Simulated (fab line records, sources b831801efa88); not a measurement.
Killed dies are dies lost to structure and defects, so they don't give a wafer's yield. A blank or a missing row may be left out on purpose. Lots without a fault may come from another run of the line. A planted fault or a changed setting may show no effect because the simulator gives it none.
fab line records | flow sky130
record lots=11 wafers=33 last_day=50
route steps=708 shown CONTACT@429 METAL4@602 CAP2M@607 VIA4@657
lots that met no fault: from a run of the same line without faults
start_h: hours from the record's first day to the start of the lot's first wafer shown | wait_h: hours since the lot's step before | " the same as in the row above | L1.1+2: a row that stands for several wafers | - no value, or no start given | * or withheld: withheld | < > ~ a bound
route shown NAME@n: a module of which the file shows steps, and the number in the route of the first | usual: mean/standard deviation of fault-free wafers | same: alike in all rows | chamber/n: place in a boat | sites: the reading at each site | _std_site: their standard deviation | _edge_site: outer sites' mean less inner sites' | radius_mm: how far each site lies from the wafer's centre | mask NAME#n: copy n | behind: the tool/chamber that last shaped the wafer | hold: why the lot was held/for how many hours/how that ended | device: the transistor (n, p or np) that didn't switch | end of line: the same wafers' tests at the end of the route | a step without rows: its recipe alone | killed: dies lost to structure and defects at the first sort, not the wafer's yield | map: a wafer's dies, x killed, . not, _ none there
set.NAME: the setting as run; set.NAME@STEP: as run at that earlier step | model.NAME: the simulator's own value behind a step, which no gauge read
steps of the route over a sample of lots; a table a step, a row a wafer
services: from which hour (start_h, from the record's first day; less than 0 if before it) a tool's chamber was out of use, for how many hours, and why
## steps
# step SKY_CONTACT_SPUTTER_23
# recipe material=TiN target_thk_nm=20 chamber_pressure_pa=5 power_w=4000 time_s=80
# usual throttle_valve_pct=29.5/1.1
# columns lot.wafer tool chamber start_h wait_h throttle_valve_pct
L487.3 pvd_sputter-04 - 734.33 0.0 29.8
L487.4 " - " " 29.0
L487.5 " - " " 29.0
L488.4 pvd_sputter-04 - 737.56 0.0 30.1
L488.5 " - " " 30.2
L488.6 " - " " 29.9
L489.1 pvd_sputter-03 - 745.19 0.0 30.0
L489.2 " - " " 28.6
L489.4 " - " " 29.4
L490.4 pvd_sputter-01 - 759.77 0.0 27.6
L490.5 " - " " 27.6
L490.6 " - " " 29.6
L493.1 pvd_sputter-03 - 776.73 0.0 28.5
L493.2 " - " " 29.4
L493.6 " - " " 30.9
L495.2 pvd_sputter-04 - 801.60 0.0 31.2
L495.4 " - " " 29.8
L495.6 " - " " 29.8
L502.1 pvd_sputter-04 - 869.57 0.0 29.2
L502.4 " - " " 30.3
L502.5 " - " " 29.0
L498.1 pvd_sputter-04 - 870.92 0.0 29.9
L498.2 " - " " 28.8
L498.5 " - " " 30.9
L505.1 pvd_sputter-03 - 888.51 0.0 28.8
L505.3 " - " " 29.3
L505.6 " - " " 29.2
L506.2 pvd_sputter-04 - 894.01 0.0 31.1
L506.4 " - " " 30.0
L506.6 " - " " 29.8
L509.4 pvd_sputter-03 - 911.48 0.0 28.6
L509.5 " - " " 29.3
L509.6 " - " " 31.1
# step SKY_METAL4_SPUTTER_04
# recipe material=TiN target_thk_nm=70 power_w=6500 time_s=58.3 chamber_pressure_pa=0.4
# usual throttle_valve_pct=29.5/1
# columns lot.wafer tool chamber start_h wait_h throttle_valve_pct
L487.3 pvd_sputter-04 - 932.17 0.0 31.3
L487.4 " - " " 30.2
L487.5 " - " " 30.1
L488.4 pvd_sputter-01 - 932.48 0.0 29.5
L488.5 " - " " 27.4
L488.6 " - " " 29.4
L489.1 pvd_sputter-04 - 939.27 0.0 29.0
L489.2 " - " " 29.8
L489.4 " - " " 30.7
L490.4 pvd_sputter-01 - 952.50 0.0 29.7
L490.5 " - " " 29.5
L490.6 " - " " 28.4
L493.1 pvd_sputter-04 - 969.08 0.0 29.8
L493.2 " - " " 30.1
L493.6 " - " " 30.2
L495.2 pvd_sputter-03 - 989.19 0.0 31.0
L495.4 " - " " 30.1
L495.6 " - " " 29.8
L502.1 pvd_sputter-04 - 1046.86 0.0 30.0
L502.4 " - " " 31.0
L502.5 " - " " 29.8
L498.1 pvd_sputter-03 - 1051.10 0.0 30.9
L498.2 " - " " 28.1
L498.5 " - " " 29.2
L505.1 pvd_sputter-03 - 1065.48 0.0 30.1
L505.3 " - " " 28.4
L505.6 " - " " 28.2
L506.2 pvd_sputter-01 - 1069.63 0.0 28.0
L506.4 " - " " 29.6
L506.6 " - " " 30.0
L509.4 pvd_sputter-03 - 1084.31 0.0 29.9
L509.5 " - " " 29.8
L509.6 " - " " 31.0
# step SKY_CAP2M_THK_MEAS_04
# recipe thk_meas_gauge=xrf reads=TiN_of_CAP2M_SPUTTER_02
# usual CAP2M_TIN_THK=200.7/2.5
# columns lot.wafer tool chamber start_h wait_h CAP2M_TIN_THK[nm]
L487.3 film_metro-01 - 932.55 0.1 203.5
L487.4 " - " " 201.0
L487.5 " - " " 202.0
L488.4 film_metro-02 - 932.87 0.1 199.2
L488.5 " - " " 197.0
L488.6 " - " " 203.4
L489.1 film_metro-02 - 939.63 0.1 201.6
L489.2 " - " " 202.3
L489.4 " - " " 205.1
L490.4 film_metro-01 - 952.89 0.1 199.3
L490.5 " - " " 198.2
L490.6 " - " " 196.5
L493.1 film_metro-03 - 969.45 0.1 202.3
L493.2 " - " " 205.9
L493.6 " - " " 203.3
L495.2 film_metro-02 - 989.56 0.1 202.2
L495.4 " - " " 200.8
L495.6 " - " " 198.1
L502.1 film_metro-03 - 1047.22 0.1 203.2
L502.4 " - " " 205.5
L502.5 " - " " 204.7
L498.1 film_metro-01 - 1051.47 0.1 198.4
L498.2 " - " " 197.7
L498.5 " - " " 200.1
L505.1 film_metro-01 - 1065.84 0.1 202.6
L505.3 " - " " 199.5
L505.6 " - " " 205.7
L506.2 film_metro-01 - 1070.00 0.1 204.3
L506.4 " - " " 203.4
L506.6 " - " " 204.1
L509.4 film_metro-03 - 1084.70 0.1 196.2
L509.5 " - " " 198.1
L509.6 " - " " 195.5
# step SKY_VIA4_CVD_18
# recipe material=W target_thk_nm=505 time_s=152.14 temp_c=400 pressure_torr=40
# usual chamber_pressure_Torr=40.02/0.084 heater_power_outer_w=553/72 heater_power_w=897/93 susceptor_temp_C=399.97/0.2
# columns lot.wafer tool chamber start_h wait_h chamber_pressure_Torr heater_power_outer_w heater_power_w susceptor_temp_C
L488.4 cvd_w-02 1 1006.64 0.1 40.07 521 922 400.09
L488.5 " 1 " " 40.02 526 910 400.00
L488.6 " 0 " " 39.95 672 1027 399.81
L487.3 cvd_w-01 0 1006.66 0.1 39.96 503 791 399.94
L487.4 " 1 " " 39.82 513 859 400.04
L487.5 " 1 " " 39.93 520 864 399.80
L489.1 cvd_w-01 0 1013.33 0.0 40.11 503 769 400.00
L489.2 " 1 " " 40.03 508 867 400.26
L489.4 " 0 " " 40.12 494 766 400.02
L490.4 cvd_w-01 0 1025.82 0.1 40.00 511 769 399.91
L490.5 " 0 " " 39.81 498 772 400.14
L490.6 " 1 " " 40.00 507 888 399.94
L493.1 cvd_w-02 1 1040.29 0.0 39.96 513 887 400.17
L493.2 " 1 " " 40.07 515 871 399.86
L493.6 " 1 " " 40.00 502 910 400.15
L495.2 cvd_w-01 0 1060.44 0.0 40.00 501 764 399.95
L495.4 " 0 " " 39.97 504 754 400.23
L495.6 " 1 " " 40.03 505 866 399.72
L502.1 cvd_w-01 1 1111.16 0.0 40.16 505 874 397.57
L502.4 " 0 " " 39.81 505 757 397.14
L502.5 " 0 " " 40.05 501 738 397.02
L498.1 cvd_w-01 0 1114.80 0.0 40.06 481 711 397.27
L498.2 " 1 " " 40.08 504 849 397.41
L498.5 " 1 " " 40.00 506 855 397.29
L505.1 cvd_w-02 0 1127.46 0.0 40.03 698 1022 399.88
L505.3 " 1 " " 40.05 531 887 399.88
L505.6 " 0 " " 39.84 676 1031 399.86
L506.2 cvd_w-02 1 1131.76 0.0 40.05 518 920 400.05
L506.4 " 1 " " 40.08 523 897 400.13
L506.6 " 1 " " 40.15 515 906 400.03
L509.4 cvd_w-02 1 1146.77 0.1 39.97 533 885 399.98
L509.5 " 0 " " 39.91 674 995 399.94
L509.6 " 1 " " 40.05 515 882 399.81
# step SKY_VIA4_RS_MEAS_19
# recipe thk_meas_gauge=four-point-probe reads=W_of_VIA4_CVD_18+TiN_of_VIA4_SPUTTER_17
# usual VIA4_W_RS=0.224/0.0036
# columns lot.wafer tool chamber start_h wait_h VIA4_W_RS[ohm/sq]
L488.4 film_metro-03 - 1006.80 0.1 0.221
L488.5 " - " " 0.219
L488.6 " - " " 0.225
L487.3 film_metro-04 - 1006.80 0.1 0.225
L487.4 " - " " 0.228
L487.5 " - " " 0.227
L489.1 film_metro-04 - 1013.48 0.1 0.232
L489.2 " - " " 0.231
L489.4 " - " " 0.230
L490.4 film_metro-02 - 1025.98 0.1 0.229
L490.5 " - " " 0.225
L490.6 " - " " 0.226
L493.1 film_metro-04 - 1040.59 0.3 0.221
L493.2 " - " " 0.222
L493.6 " - " " 0.221
L495.2 film_metro-03 - 1060.61 0.1 0.228
L495.4 " - " " 0.230
L495.6 " - " " 0.227
L502.1 film_metro-02 - 1111.31 0.1 0.236
L502.4 " - " " 0.236
L502.5 " - " " 0.239
L498.1 film_metro-04 - 1114.95 0.1 0.236
L498.2 " - " " 0.235
L498.5 " - " " 0.237
L505.1 film_metro-03 - 1127.61 0.1 0.227
L505.3 " - " " 0.219
L505.6 " - " " 0.227
L506.2 film_metro-03 - 1131.93 0.1 0.218
L506.4 " - " " 0.216
L506.6 " - " " 0.216
L509.4 film_metro-03 - 1146.93 0.1 0.219
L509.5 " - " " 0.229
L509.6 " - " " 0.221
# step SKY_VIA4_THK_MEAS_20
# recipe thk_meas_gauge=xrf reads=W_of_VIA4_CVD_18
# usual VIA4_W_THK=517/9.1
# columns lot.wafer tool chamber start_h wait_h VIA4_W_THK[nm]
L488.4 film_metro-03 - 1006.89 0.1 526
L488.5 " - " " 530
L488.6 " - " " 516
L487.3 film_metro-04 - 1006.90 0.1 515
L487.4 " - " " 509
L487.5 " - " " 507
L489.1 film_metro-04 - 1013.60 0.1 498
L489.2 " - " " 500
L489.4 " - " " 502
L490.4 film_metro-02 - 1026.07 0.1 512
L490.5 " - " " 520
L490.6 " - " " 519
L493.1 film_metro-04 - 1040.71 0.1 521
L493.2 " - " " 516
L493.6 " - " " 519
L495.2 film_metro-03 - 1060.72 0.1 510
L495.4 " - " " 503
L495.6 " - " " 511
L502.1 film_metro-02 - 1111.43 0.1 490
L502.4 " - " " 488
L502.5 " - " " 483
L498.1 film_metro-04 - 1115.07 0.1 492
L498.2 " - " " 492
L498.5 " - " " 491
L505.1 film_metro-03 - 1127.73 0.1 514
L505.3 " - " " 534
L505.6 " - " " 516
L506.2 film_metro-03 - 1132.04 0.1 539
L506.4 " - " " 536
L506.6 " - " " 542
L509.4 film_metro-03 - 1147.02 0.1 530
L509.5 " - " " 506
L509.6 " - " " 527
## services
# columns tool chamber start_h hours kind
cvd_w-02 - 720.07 1.1 repair
pvd_sputter-04 - 721.46 2.0 repair
cvd_w-01 - 758.51 14.6 pm
cvd_w-02 1 765.43 15.8 repair
cvd_w-02 - 798.47 6.0 pm
cvd_w-01 1 798.69 14.9 repair
cvd_w-01 - 832.62 0.3 repair
cvd_w-01 1 836.56 1.5 repair
cvd_w-01 - 904.00 14.0 pm
cvd_w-01 - 918.00 2.8 pm
cvd_w-01 - 935.58 1.4 repair
pvd_sputter-04 - 984.55 0.5 repair
cvd_w-02 - 985.69 6.9 pm
pvd_sputter-03 - 995.72 0.8 repair
pvd_sputter-03 - 998.51 4.1 repair
pvd_sputter-04 - 1027.12 3.1 repair
pvd_sputter-03 - 1030.25 5.6 repair
cvd_w-02 0 1037.36 3.0 repair
cvd_w-02 0 1050.39 8.0 repair
pvd_sputter-03 - 1060.27 0.8 repair
pvd_sputter-04 - 1073.60 4.8 repair
pvd_sputter-04 - 1086.52 1.7 repair
pvd_sputter-04 - 1094.89 2.0 repair
pvd_sputter-03 - 1143.24 0.5 repair
## key
first_sign step=SKY_VIA4_CVD_18 reading=susceptor_temp_C direction=down sigmas=13 usual=* struck=*
effect step=SKY_VIA4_RS_MEAS_19 reading=VIA4_W_RS direction=up sigmas=3.4 usual=0.224 struck=0.236
effect step=SKY_VIA4_THK_MEAS_20 reading=VIA4_W_THK direction=down sigmas=3 usual=517 struck=489
met_at SKY_VIA4_CVD_18
struck_lots L498,L502
not_acting_at SKY_CONTACT_SPUTTER_23,SKY_METAL4_SPUTTER_04,SKY_CAP2M_THK_MEAS_04
onset_between 1060.44 1111.16
fault kind=process_parameter_drift tool=cvd_w-01 chamber=- onset_h=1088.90 steps=SKY_VIA4_CVD_18 channel=temp_c offset=* shape=step end_h=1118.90 acts_in=* stated=*
